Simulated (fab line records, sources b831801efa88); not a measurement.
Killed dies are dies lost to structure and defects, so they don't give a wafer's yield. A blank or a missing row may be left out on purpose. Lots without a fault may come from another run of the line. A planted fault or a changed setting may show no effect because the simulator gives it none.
Which tool did it? | flow gf180mcu | 24 lots, 72 wafers sampled, at 5 steps of a route of 602

WHAT THE GAUGES READ, wafer by wafer
GF_M3_CD_MEAS_14: target cd 280 nm.
lot  | measured     | on        | cd_nm (nm)
L074 | day 21 08:56 | cd_sem-01 | 279.5 278.1 279.0
L075 | day 21 10:18 | cd_sem-01 | 280.2 278.8 279.2
L076 | day 21 20:06 | cd_sem-01 | 280.3 278.8 279.2
L077 | day 22 14:17 | cd_sem-01 | 280.8 280.9 281.0
L078 | day 22 14:47 | cd_sem-02 | 279.7 279.7 278.8
L079 | day 22 23:09 | cd_sem-01 | 281.4 281.3 281.6
L080 | day 23 12:57 | cd_sem-01 | 282.2 281.9 280.4
L081 | day 23 16:14 | cd_sem-02 | 282.0 281.5 281.9
L082 | day 24 00:29 | cd_sem-02 | 279.8 279.5 278.5
L083 | day 24 07:38 | cd_sem-02 | 279.2 278.8 279.3
L084 | day 24 17:40 | cd_sem-02 | 278.2 278.0 279.4
L085 | day 25 04:11 | cd_sem-01 | 280.3 279.2 279.5
L086 | day 25 07:46 | cd_sem-01 | 279.0 279.2 280.6
L087 | day 26 03:53 | cd_sem-01 | 281.2 279.7 281.2
L088 | day 26 07:34 | cd_sem-02 | 283.3 282.7 282.1
L089 | day 26 14:44 | cd_sem-02 | 280.1 280.4 279.5
L090 | day 26 23:08 | cd_sem-02 | 277.3 278.0 278.7
L091 | day 27 03:28 | cd_sem-01 | 279.4 279.7 277.8
L092 | day 27 11:38 | cd_sem-01 | 278.8 279.3 279.7
L093 | day 27 22:59 | cd_sem-01 | 279.4 278.2 279.5
L094 | day 28 00:13 | cd_sem-01 | 280.1 280.5 280.0
L095 | day 28 05:27 | cd_sem-01 | 281.3 279.1 281.0
L096 | day 29 00:14 | cd_sem-02 | 279.9 280.8 279.8
L097 | day 29 02:37 | cd_sem-02 | 279.9 278.7 279.7

GF_V3_BOW_MEAS_05.
lot  | measured     | on            | V3_BOW (um)
L074 | day 21 10:20 | film_metro-02 | 122 118 130
L075 | day 21 11:40 | film_metro-02 | 124 127 127
L076 | day 21 21:32 | film_metro-02 | 100 108 101
L077 | day 22 15:38 | film_metro-03 | 126 116 124
L078 | day 22 16:09 | film_metro-02 | 126 108 118
L079 | day 23 00:31 | film_metro-03 | 122 118 110
L080 | day 23 14:20 | film_metro-03 | 113 112 131
L081 | day 23 17:38 | film_metro-03 | 118 112 118
L082 | day 24 01:53 | film_metro-03 | 125 125 114
L083 | day 24 09:00 | film_metro-03 | 112 126 128
L084 | day 24 19:08 | film_metro-03 | 121 113 112
L085 | day 25 05:32 | film_metro-02 | 102 117 118
L086 | day 25 09:10 | film_metro-03 | 112 111 119
L087 | day 26 05:15 | film_metro-03 | 114 124 122
L088 | day 26 08:56 | film_metro-04 | 104 110 104
L089 | day 26 16:06 | film_metro-03 | 128 127 121
L090 | day 27 00:59 | film_metro-04 | 128 131 119
L091 | day 27 05:18 | film_metro-02 | 129 134 120
L092 | day 27 13:00 | film_metro-04 | 118 119 112
L093 | day 28 00:28 | film_metro-03 | 135 125 130
L094 | day 28 01:43 | film_metro-03 | 126 114 128
L095 | day 28 06:59 | film_metro-02 | 107 110 140
L096 | day 29 01:35 | film_metro-04 | 133 131 141
L097 | day 29 04:02 | film_metro-04 | 121 118 109

GF_V4_CD_MEAS_14: target cd 260 nm.
lot  | measured     | on        | cd_nm (nm)
L074 | day 24 10:16 | cd_sem-02 | 260.5 260.0 260.5
L075 | day 24 12:03 | cd_sem-01 | 259.6 260.0 259.2
L076 | day 24 20:20 | cd_sem-01 | 260.1 261.4 260.7
L077 | day 25 13:07 | cd_sem-02 | 259.5 259.7 260.4
L078 | day 25 13:28 | cd_sem-01 | 261.6 260.6 261.1
L079 | day 25 20:27 | cd_sem-02 | 260.0 260.6 259.5
L080 | day 26 10:29 | cd_sem-01 | 261.2 260.4 260.6
L081 | day 26 12:59 | cd_sem-02 | 258.2 257.3 258.5
L082 | day 26 20:07 | cd_sem-02 | 261.9 263.2 261.6
L083 | day 27 03:31 | cd_sem-02 | 259.9 258.7 260.2
L084 | day 27 12:53 | cd_sem-01 | 259.7 259.8 258.5
L085 | day 27 22:34 | cd_sem-01 | 257.5 259.1 258.7
L086 | day 28 01:34 | cd_sem-01 | 258.9 259.2 259.5
L087 | day 28 19:57 | cd_sem-01 | 260.9 261.3 259.7
L088 | day 29 01:04 | cd_sem-01 | 259.7 258.6 257.3
L089 | day 29 06:31 | cd_sem-01 | 260.3 260.2 261.2
L090 | day 29 13:42 | cd_sem-01 | 260.9 261.3 260.6
L091 | day 29 18:07 | cd_sem-02 | 260.7 259.5 259.2
L092 | day 30 02:37 | cd_sem-01 | 261.0 260.7 261.7
L093 | day 30 12:40 | cd_sem-02 | 257.9 258.0 258.1
L094 | day 30 13:25 | cd_sem-01 | 259.5 260.5 259.1
L095 | day 30 18:23 | cd_sem-02 | 260.7 260.5 260.1
L096 | day 31 10:04 | cd_sem-01 | 260.1 260.8 260.3
L097 | day 31 13:20 | cd_sem-02 | 261.5 260.7 261.7

WHICH TOOL RAN EACH LOT (tool, then ch and the chambers of the sampled wafers, then the start)
lot  | GF_V2_SPUTTER_21             | GF_M4_STRIP_17
L074 | pvd_sputter-03, day 20 08:09 | plasma_asher-01 ch 1, day 23 10:50
L075 | pvd_sputter-03, day 20 09:35 | plasma_asher-01 ch 0,1, day 23 12:27
L076 | pvd_sputter-03, day 20 19:16 | plasma_asher-01 ch 0,1, day 23 21:23
L077 | pvd_sputter-03, day 21 13:58 | plasma_asher-04 ch 0,1, day 24 14:24
L078 | pvd_sputter-02, day 21 14:22 | plasma_asher-01 ch 0,1, day 24 14:42
L079 | pvd_sputter-02, day 21 22:53 | plasma_asher-01 ch 0,1, day 24 22:27
L080 | pvd_sputter-02, day 22 13:38 | plasma_asher-01 ch 0,1, day 25 12:12
L081 | pvd_sputter-03, day 22 16:32 | plasma_asher-01 ch 0,1, day 25 14:50
L082 | pvd_sputter-01, day 23 01:27 | plasma_asher-04 ch 0,1, day 25 22:09
L083 | pvd_sputter-03, day 23 08:39 | plasma_asher-04 ch 0,1, day 26 05:48
L084 | pvd_sputter-03, day 23 18:35 | plasma_asher-02 ch 0,1, day 26 15:21
L085 | pvd_sputter-01, day 24 05:32 | plasma_asher-02 ch 0,1, day 27 01:26
L086 | pvd_sputter-01, day 24 09:31 | plasma_asher-02 ch 0,1, day 27 04:32
L087 | pvd_sputter-02, day 25 05:32 | plasma_asher-02 ch 0,1, day 27 23:35
L088 | pvd_sputter-02, day 25 09:40 | plasma_asher-04 ch 0,1, day 28 04:11
L089 | pvd_sputter-03, day 25 16:38 | plasma_asher-02 ch 0,1, day 28 09:22
L090 | pvd_sputter-01, day 26 01:27 | plasma_asher-04 ch 0,1, day 28 18:23
L091 | pvd_sputter-03, day 26 06:12 | plasma_asher-02 ch 0,1, day 28 22:14
L092 | pvd_sputter-03, day 26 14:09 | plasma_asher-04 ch 0,1, day 29 06:15
L093 | pvd_sputter-01, day 27 03:15 | plasma_asher-04 ch 0,1, day 29 16:47
L094 | pvd_sputter-03, day 27 03:33 | plasma_asher-02 ch 0,1, day 29 17:56
L095 | pvd_sputter-01, day 27 08:27 | plasma_asher-01 ch 0,1, day 29 23:02
L096 | pvd_sputter-03, day 28 03:17 | plasma_asher-01 ch 1, day 30 15:33
L097 | pvd_sputter-01, day 28 06:44 | plasma_asher-01 ch 0,1, day 30 18:41
- GF_V2_SPUTTER_21: material Ti, target thk 15 nm, time 80.02 s.
- GF_M4_STRIP_17: strips in O2/N2.

WHAT THE TOOLS THEMSELVES READ (means of the sampled wafers that have a number; where no wafer has one, the mark that the record gives instead)
GF_V2_SPUTTER_21.
lot  | tool           | throttle_valve_pct (%)
L074 | pvd_sputter-03 | 29.5
L075 | pvd_sputter-03 | 29.0
L076 | pvd_sputter-03 | 29.2
L077 | pvd_sputter-03 | 29.1
L078 | pvd_sputter-02 | 30.3
L079 | pvd_sputter-02 | 30.0
L080 | pvd_sputter-02 | 30.5
L081 | pvd_sputter-03 | 29.2
L082 | pvd_sputter-01 | 29.9
L083 | pvd_sputter-03 | 28.9
L084 | pvd_sputter-03 | 29.4
L085 | pvd_sputter-01 | 29.9
L086 | pvd_sputter-01 | 30.5
L087 | pvd_sputter-02 | 30.5
L088 | pvd_sputter-02 | 30.0
L089 | pvd_sputter-03 | 29.0
L090 | pvd_sputter-01 | 29.9
L091 | pvd_sputter-03 | 29.3
L092 | pvd_sputter-03 | 28.9
L093 | pvd_sputter-01 | 30.0
L094 | pvd_sputter-03 | 29.1
L095 | pvd_sputter-01 | 29.9
L096 | pvd_sputter-03 | 28.8
L097 | pvd_sputter-01 | 29.3

GF_M4_STRIP_17.
lot  | tool            | drypump_motor_current_A (A) | heater_power_w (W) | n2_flow_sccm (sccm) | oes_product_au (a.u.) | strip_time_to_endpoint_s (s)
L074 | plasma_asher-01 | 5.86                        | 277                | 300.8               | 0.560                 | 7.79
L075 | plasma_asher-01 | 5.82                        | 303                | 300.2               | 0.558                 | 7.75
L076 | plasma_asher-01 | 5.84                        | 306                | 300.6               | 0.553                 | 7.81
L077 | plasma_asher-04 | 6.05                        | 336                | 300.4               | 0.557                 | 7.77
L078 | plasma_asher-01 | 5.82                        | 310                | 298.2               | 0.557                 | 7.79
L079 | plasma_asher-01 | 5.81                        | 333                | 299.8               | 0.558                 | 7.81
L080 | plasma_asher-01 | 5.85                        | 310                | 300.1               | 0.554                 | 7.78
L081 | plasma_asher-01 | 5.78                        | 332                | 300.8               | 0.559                 | 7.81
L082 | plasma_asher-04 | 6.08                        | 339                | 299.8               | 0.563                 | 7.78
L083 | plasma_asher-04 | 6.07                        | 336                | 300.1               | 0.563                 | 7.81
L084 | plasma_asher-02 | 5.69                        | 363                | 299.9               | 0.561                 | 7.83
L085 | plasma_asher-02 | 5.63                        | 333                | 299.7               | 0.558                 | 7.77
L086 | plasma_asher-02 | 5.70                        | 362                | 299.8               | 0.558                 | 7.80
L087 | plasma_asher-02 | 5.71                        | 357                | 300.0               | 0.559                 | 7.78
L088 | plasma_asher-04 | 6.07                        | 335                | 300.7               | 0.552                 | 7.79
L089 | plasma_asher-02 | 5.72                        | 356                | 299.1               | 0.557                 | 7.78
L090 | plasma_asher-04 | 6.08                        | 342                | 300.0               | 0.562                 | 7.87
L091 | plasma_asher-02 | 5.72                        | 359                | 299.7               | 0.571                 | 7.86
L092 | plasma_asher-04 | 6.09                        | 338                | 300.4               | 0.558                 | 7.78
L093 | plasma_asher-04 | 6.08                        | 340                | 300.7               | 0.563                 | 7.79
L094 | plasma_asher-02 | 5.72                        | 355                | 300.1               | 0.555                 | 7.83
L095 | plasma_asher-01 | 5.77                        | 329                | 299.5               | 0.561                 | 7.78
L096 | plasma_asher-01 | 5.86                        | 277                | 300.0               | 0.557                 | 7.76
L097 | plasma_asher-01 | 5.79                        | 335                | 299.6               | 0.556                 | 7.79

THE ANSWER, worked out from the rows above alone
Rule: what is usual is taken from the lots themselves. Put in order of their means at a reading, lots are off if they are a third of the lots or fewer, leave a main group of 4 or more, and stand apart from it by a gap of 3 or more times the standard deviation of the main group's means; of several such gaps the widest counts. A main group whose means are all the same, to the digits that the tables above print for the reading, isn't used. A lot without any number at a reading at which 4 lots or more have one is off too. The other lots that the step has rows for count as sound. The gauges are gone through in route order, then the tools' own readings, and for those a lot's mean is taken as printed above. The first step at which some lot is off is used, and at that step the reading that is off furthest; a lot without a number counts as furthest.
No lot is off at any reading shown: from this, nothing can be told.

WHAT THE SIMULATOR HAD PUT IN
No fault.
